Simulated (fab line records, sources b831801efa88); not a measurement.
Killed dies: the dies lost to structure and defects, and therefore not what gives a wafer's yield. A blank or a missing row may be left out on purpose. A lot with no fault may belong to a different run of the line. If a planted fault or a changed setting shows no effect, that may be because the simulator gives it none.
Which tool did it? | flow gf180mcu | Sampling: 11 lots, 33 wafers, 6 of 602 route steps

## WHAT THE GAUGES READ, wafer by wafer
GF_CONTACT_THK_MEAS_01. Usual: CONTACT_CVD_00_THK gives 299 nm (standard deviation 3.5).
lot  | measured     | on           | CONTACT_CVD_00_THK (nm) | flag
L156 | day 16 11:38 | filmMetro-01 | 306 302 307             | 
L158 | day 17 03:50 | filmMetro-04 | 300 298 298             | 
L159 | day 17 15:46 | filmMetro-03 | 305 300 303             | 
L161 | day 17 21:41 | filmMetro-04 | 299 301 299             | 
L160 | day 17 22:55 | filmMetro-04 | 304 296 299             | 
L170 | day 21 04:22 | filmMetro-03 | 296 296 298             | 
L171 | day 21 11:12 | filmMetro-01 | 300 298 297             | 
L172 | day 22 00:02 | filmMetro-03 | 298 305 299             | 
L173 | day 22 02:54 | filmMetro-01 | 294 295 299             | 
L174 | day 22 11:26 | filmMetro-01 | 299 298 302             | 
L176 | day 23 00:19 | filmMetro-03 | 297 298 301             | 

GF_CONTACT_BOW_MEAS_05. Usual: CONTACT_BOW gives 66 um (standard deviation 6.7).
lot  | measured     | on           | CONTACT_BOW (um) | flag
L156 | day 16 12:07 | filmMetro-03 | 72 63 67         | 
L158 | day 17 04:19 | filmMetro-01 | 70 76 63         | 
L159 | day 17 16:19 | filmMetro-03 | 66 71 66         | 
L161 | day 17 22:13 | filmMetro-04 | 66 70 64         | 
L160 | day 17 23:24 | filmMetro-01 | 72 61 64         | 
L170 | day 21 04:54 | filmMetro-03 | 80 76 61         | 
L171 | day 21 11:41 | filmMetro-04 | 67 70 59         | 
L172 | day 22 00:34 | filmMetro-03 | 74 67 58         | 
L173 | day 22 03:23 | filmMetro-03 | 61 63 65         | 
L174 | day 22 11:56 | filmMetro-04 | 61 74 67         | 
L176 | day 23 00:49 | filmMetro-03 | 54 73 66         | 

GF_CONTACT_RS_MEAS_25: measures by four-point-probe. Usual: CONTACT_W_RS gives 0.379 ohm/sq (standard deviation 0.0053).
lot  | measured     | on           | CONTACT_W_RS (ohm/sq) | flag
L156 | day 17 12:21 | filmMetro-01 | 0.388 0.378 0.384     | 
L158 | day 18 04:50 | filmMetro-04 | 0.382 0.379 0.379     | 
L159 | day 18 16:56 | filmMetro-01 | 0.378 0.386 0.379     | 
L161 | day 18 22:56 | filmMetro-03 | 0.383 0.387 0.382     | 
L160 | day 19 00:05 | filmMetro-03 | 0.385 0.378 0.381     | 
L170 | day 22 05:54 | filmMetro-04 | 0.251 0.251 0.250     | OFF
L171 | day 22 11:45 | filmMetro-01 | 0.250 0.251 0.250     | OFF
L172 | day 23 00:24 | filmMetro-04 | 0.382 0.374 0.388     | 
L173 | day 23 03:41 | filmMetro-01 | 0.376 0.379 0.381     | 
L174 | day 23 11:02 | filmMetro-04 | 0.387 0.384 0.377     | 
L176 | day 24 00:16 | filmMetro-01 | 0.387 0.386 0.375     | 

GF_CONTACT_THK_MEAS_26: measures by xrf. Usual: CONTACT_W_THK gives 306 nm (standard deviation 5).
lot  | measured     | on           | CONTACT_W_THK (nm) | flag
L156 | day 17 12:28 | filmMetro-01 | 298 303 299        | 
L158 | day 18 04:58 | filmMetro-04 | 303 305 306        | 
L159 | day 18 17:04 | filmMetro-01 | 307 298 305        | 
L161 | day 18 23:02 | filmMetro-03 | 305 301 308        | 
L160 | day 19 00:13 | filmMetro-03 | 306 312 311        | 
L170 | day 22 06:01 | filmMetro-04 | 456 457 460        | OFF
L171 | day 22 11:52 | filmMetro-01 | 460 460 459        | OFF
L172 | day 23 00:29 | filmMetro-04 | 305 311 301        | 
L173 | day 23 03:49 | filmMetro-01 | 310 306 303        | 
L174 | day 23 11:10 | filmMetro-04 | 302 304 309        | 
L176 | day 24 00:22 | filmMetro-01 | 300 303 310        | 

## WHICH TOOL RAN EACH LOT (tool, then ch and the chambers of the sampled wafers, then the start)
lot  | GF_SAB_STRIP_13                     | GF_CONTACT_CVD_24
L156 | plasmaAsher-01 ch 0,1, day 16 10:51 | cvdW-01 ch 0,1, day 17 12:15
L158 | plasmaAsher-02 ch 0,1, day 17 03:03 | cvdW-01 ch 0, day 18 04:44
L159 | plasmaAsher-01 ch 1, day 17 14:59   | cvdW-01 ch 0,1, day 18 16:50
L161 | plasmaAsher-03 ch 0,1, day 17 20:56 | cvdW-01 ch 0,1, day 18 22:50
L160 | plasmaAsher-01 ch 0,1, day 17 22:09 | cvdW-01 ch 0,1, day 18 23:59
L170 | plasmaAsher-01 ch 0,1, day 21 03:36 | cvdW-01 ch 1, day 22 05:48
L171 | plasmaAsher-01 ch 1, day 21 10:18   | cvdW-01 ch 0,1, day 22 11:39
L172 | plasmaAsher-02 ch 0,1, day 21 23:16 | cvdW-02 ch 0,1, day 23 00:16
L173 | plasmaAsher-02 ch 0,1, day 22 02:08 | cvdW-02 ch 0,1, day 23 03:35
L174 | plasmaAsher-02 ch 0,1, day 22 10:41 | cvdW-02 ch 0,1, day 23 10:56
L176 | plasmaAsher-02 ch 0,1, day 22 23:32 | cvdW-02 ch 0,1, day 24 00:08
- GF_SAB_STRIP_13: strips in O2/N2.
- GF_CONTACT_CVD_24: deposits W, target thk 300 nm, time 90.339 s.

## AS READ BY THE TOOLS THEMSELVES (means over the sampled wafers that have a number; for cases with no such wafer, the mark the record gives instead)
GF_SAB_STRIP_13. Usual: drypumpMotorCurrentA 6.1 A, standard deviation 0.37; heaterPowerW 338 W, standard deviation 23; oesProductAu 0.709 a.u., standard deviation 0.0042; stripTimeToEndpointS 12.58 s, standard deviation 0.038.
lot  | tool           | drypumpMotorCurrentA (A) | heaterPowerW (W) | oesProductAu (a.u.) | stripTimeToEndpointS (s) | flag
L156 | plasmaAsher-01 | 6.3                      | 340              | 0.711               | 12.57                    | 
L158 | plasmaAsher-02 | 5.7                      | 358              | 0.709               | 12.61                    | 
L159 | plasmaAsher-01 | 6.2                      | 318              | 0.707               | 12.59                    | 
L161 | plasmaAsher-03 | 6.6                      | 333              | 0.711               | 12.54                    | 
L160 | plasmaAsher-01 | 6.3                      | 344              | 0.709               | 12.58                    | 
L170 | plasmaAsher-01 | 6.3                      | 333              | 0.708               | 12.58                    | 
L171 | plasmaAsher-01 | 6.2                      | 320              | 0.712               | 12.60                    | 
L172 | plasmaAsher-02 | 5.6                      | 355              | 0.710               | 12.62                    | 
L173 | plasmaAsher-02 | 5.7                      | 356              | 0.709               | 12.53                    | 
L174 | plasmaAsher-02 | 5.7                      | 353              | 0.710               | 12.64                    | 
L176 | plasmaAsher-02 | 5.7                      | 364              | 0.709               | 12.57                    | 

GF_CONTACT_CVD_24. Usual: heaterPowerW 835 W, standard deviation 99; susceptorTempC 400.00 C, standard deviation 0.22.
lot  | tool    | heaterPowerW (W) | susceptorTempC (C) | flag
L156 | cvdW-01 | 885              | 399.77             | 
L158 | cvdW-01 | 969              | 399.86             | 
L159 | cvdW-01 | 936              | 399.96             | 
L161 | cvdW-01 | 897              | 400.11             | 
L160 | cvdW-01 | 899              | 399.92             | 
L170 | cvdW-01 | 996              | 423.98             | OFF
L171 | cvdW-01 | 1028             | 424.07             | OFF
L172 | cvdW-02 | 750              | 400.21             | 
L173 | cvdW-02 | 754              | 399.79             | 
L174 | cvdW-02 | 737              | 399.88             | 
L176 | cvdW-02 | 750              | 400.03             | 

## THE ANSWER, worked out from the rows above alone
Rule: take the mean of a lot's wafers that have a number; if it is more than 3 standard deviations from the usual mean, the lot is off. A lot without any number at a reading at which 4 lots or more have one is off too. Where the step has rows for the other lots, those lots are counted as sound. Order of review: gauges by route order, followed by the tools' own readings, for which a lot's mean as printed above is used. The first step at which some lot is off is used, and at that step the reading that is off furthest; a lot without a number counts as furthest.
Off: L170, L171, at GF_CONTACT_RS_MEAS_25 (CONTACT_W_RS).
If a tool, at a process step before that reading, ran all the lots that are off and no sound lot after the first of them, it fits. Not tried: the gauges at GF_CONTACT_RS_MEAS_25; whatever is off there is also off at GF_CONTACT_CVD_24, on other tools, and gauge error can't account for it. Can't be told from this: 2 tools fit, plasmaAsher-01 at GF_SAB_STRIP_13, cvdW-01 at GF_CONTACT_CVD_24.

## WHAT THE SIMULATOR HAD INSERTED
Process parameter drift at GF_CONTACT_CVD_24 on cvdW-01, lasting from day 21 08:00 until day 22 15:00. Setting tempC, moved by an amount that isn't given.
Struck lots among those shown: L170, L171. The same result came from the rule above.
